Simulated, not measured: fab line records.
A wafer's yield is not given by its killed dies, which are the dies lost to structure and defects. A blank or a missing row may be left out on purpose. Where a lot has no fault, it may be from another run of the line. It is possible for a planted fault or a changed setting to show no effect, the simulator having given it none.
A struck lot beside a sound one	flow sky130	31 out of 708 route steps
Sound: these wafers, L901.2, L901.5, L901.6. Struck: wafers L905.1, L905.3, L905.4. Last of all comes the cause.
Order at every step that has rows: each side's tool, ch and its chambers, its first start. Under that, the readings that differ: sound wafers	struck wafers	difference of the means	sigmas: that difference in standard deviations of wafers without a fault.
alike: readings with means less than 2 such deviations apart, plus words and numbers identical on both sides. not compared: withheld readings, readings lacking a value on some wafer, bounds such as >300 that could conceal the same value, and numbers that have no deviation in the record and whose values overlap.
The two part at a step that has a row with sigmas, a row that says differs or no value, or rows on one side only. Numbers that don't overlap but have no deviation are shown without sigmas and don't part them. A reading that every wafer of one side lacks parts them only if that side has two wafers or more.

first, 1 step without rows for these wafers: SKY_PWDE_IMPLANT_08.
SKY_PWDE_STRIP_09: strips in O2/N2.
  sound on plasma_asher-03 ch 0,1, day 4 07:48; struck on plasma_asher-02 ch 0,1, day 5 08:13
reading	sound	struck	difference	sigmas
strip_time_to_endpoint_s (s)	36.94 36.94 36.76	37.10 37.08 37.02	+0.19	+2
  alike: drypump_motor_current_A, o2_flow_sccm, oes_product_au
  not compared: rf_hours_counter_h
SKY_PWDE_TW_MEAS_10:
  sound on film_metro-03 at day 4 07:55; struck on film_metro-01 at day 5 08:19
  alike: PWDE_TW
then, 7 steps without rows for these wafers: SKY_NWELL_DEHYDRATE_03 (time 60 s); SKY_NWELL_HMDS_04 (prime time 60 s); SKY_NWELL_COAT_05 (resist thk 3000 nm); SKY_NWELL_SOFTBAKE_06; SKY_NWELL_EXPOSE_07 (exposes mask NWM, target cd 840 nm); SKY_NWELL_PEB_08; SKY_NWELL_DEVELOP_09 (develop time 60 s).
SKY_NWELL_OVL_MEAS_10:
  sound on overlay-02 at day 5 01:11; struck on overlay-01 at day 6 02:26
  alike: NWELL_00_OVL
then, 1 step without rows for these wafers: SKY_NWELL_IMPLANT_11.
SKY_NWELL_IMPLANT_12:
  sound on implanter-01 ch 0, day 5 01:24; struck on implanter-01 ch 0, day 6 02:56
  alike: dose_ions_cm2
then, 1 step without rows for these wafers: SKY_NWELL_IMPLANT_13.
SKY_NWELL_STRIP_14: strips in O2/N2.
  sound on plasma_asher-01 ch 0,1, day 5 01:40; struck on plasma_asher-01 ch 0,1, day 6 03:14
  alike: drypump_motor_current_A, o2_flow_sccm, oes_product_au, strip_time_to_endpoint_s
  not compared: rf_hours_counter_h
SKY_NWELL_TW_MEAS_15:
  sound on film_metro-01 at day 5 01:47; struck on film_metro-02 at day 6 03:20
reading	sound	struck	difference	sigmas
NWELL_TW	1809 1808 1808	1855 1848 1844	+41	+4
then, 7 steps without rows for these wafers: SKY_NWELL_DEHYDRATE_16 (time 60 s); SKY_NWELL_HMDS_17 (prime time 60 s); SKY_NWELL_COAT_18 (resist thk 3000 nm); SKY_NWELL_SOFTBAKE_19; SKY_NWELL_EXPOSE_20 (exposes mask NWM COMPLEMENT, target cd 840 nm); SKY_NWELL_PEB_21; SKY_NWELL_DEVELOP_22 (develop time 60 s).
SKY_NWELL_OVL_MEAS_23:
  sound on overlay-02 at day 5 19:42; struck on overlay-02 at day 6 22:35
  alike: NWELL_01_OVL
then, 1 step without rows for these wafers: SKY_NWELL_IMPLANT_24.
SKY_NWELL_STRIP_25: strips in O2/N2.
  sound on plasma_asher-02 ch 0,1, day 5 19:53; struck on plasma_asher-04 ch 0,1, day 6 22:46
  alike: drypump_motor_current_A, o2_flow_sccm, oes_product_au, strip_time_to_endpoint_s
  not compared: rf_hours_counter_h
SKY_NWELL_TW_MEAS_26:
  sound on film_metro-01 at day 5 19:59; struck on film_metro-01 at day 6 22:52
  alike: NWELL_2_TW
then, 1 step without rows for these wafers: SKY_NWELL_CLEAN_27 (cleans in SC1/SC2, time 150 s).
SKY_NWELL_RTA_28: time 30 s.
  sound on rtp_anneal-02 ch 0, day 5 20:07; struck on rtp_anneal-01 ch 0, day 6 22:59
  alike: lamp_power_pct, ramp_down_c_per_s, wafer_temp_C_max
SKY_NWELL_RS_MEAS_29: measures by four-point-probe.
  sound on film_metro-03 at day 5 20:13; struck on film_metro-01 at day 6 23:05
reading	sound	struck	difference	sigmas
NWELL_RS (ohm/sq)	623.8 623.2 624.0	594.1 593.0 593.8	-30.0	-19
-- the record jumps here: 41 days lie between the struck wafers' starts before and after (it left off in module NWELL and takes up again in module PAD_OPEN, whose first step shown is number 708 of the route) --
SKY_PAD_OPEN_PROBE_99:
  sound on prober-02 at day 46 14:18; struck on prober-01 at day 47 17:17
reading	sound	struck	difference	sigmas
model.etest.nfet_16v.r_on_ohm_um	1.495e+04 1.484e+04 1.466e+04	1.379e+04 1.368e+04 1.377e+04	-1.070e+03	
model.etest.pfet_g5v0d10v5.r_on_ohm_um	5108 5150 4963	5446 5392 5437	+351	
model.etest.tip_p.rs_ohm_sq	6924 6963 6950	7238 7232 7198	+277	
model.etest.tip_p_5v.rs_ohm_sq	2838 2858 2845	3114 3112 3117	+267	
model.etest.pfet_g5v0d10v5.drive_ua_um	311.5 310.7 322.3	284 284.1 281.8	-32	
model.etest.pfet_01v8_lvt.drive_ua_um	171.6 170.8 174.4	145.1 146.5 146.7	-26.2	
  alike: killed_at_M0_to_M3, killed_at_M4_up, killed_at_contacts, killed_at_front_end, killed_at_other, killed_dies, killed_open, killed_short
  not compared: model.etest.pfet_16v.r_on_ohm_um, model.etest.pfet_01v8.r_on_ohm_um

== WHERE THEY PART ==
Earliest at SKY_PWDE_STRIP_09; latest, in this record, at SKY_NWELL_RS_MEAS_29. Later steps at which nothing parts them and some readings are alike: SKY_PAD_OPEN_PROBE_99.

WHY: what had been put in by the simulator
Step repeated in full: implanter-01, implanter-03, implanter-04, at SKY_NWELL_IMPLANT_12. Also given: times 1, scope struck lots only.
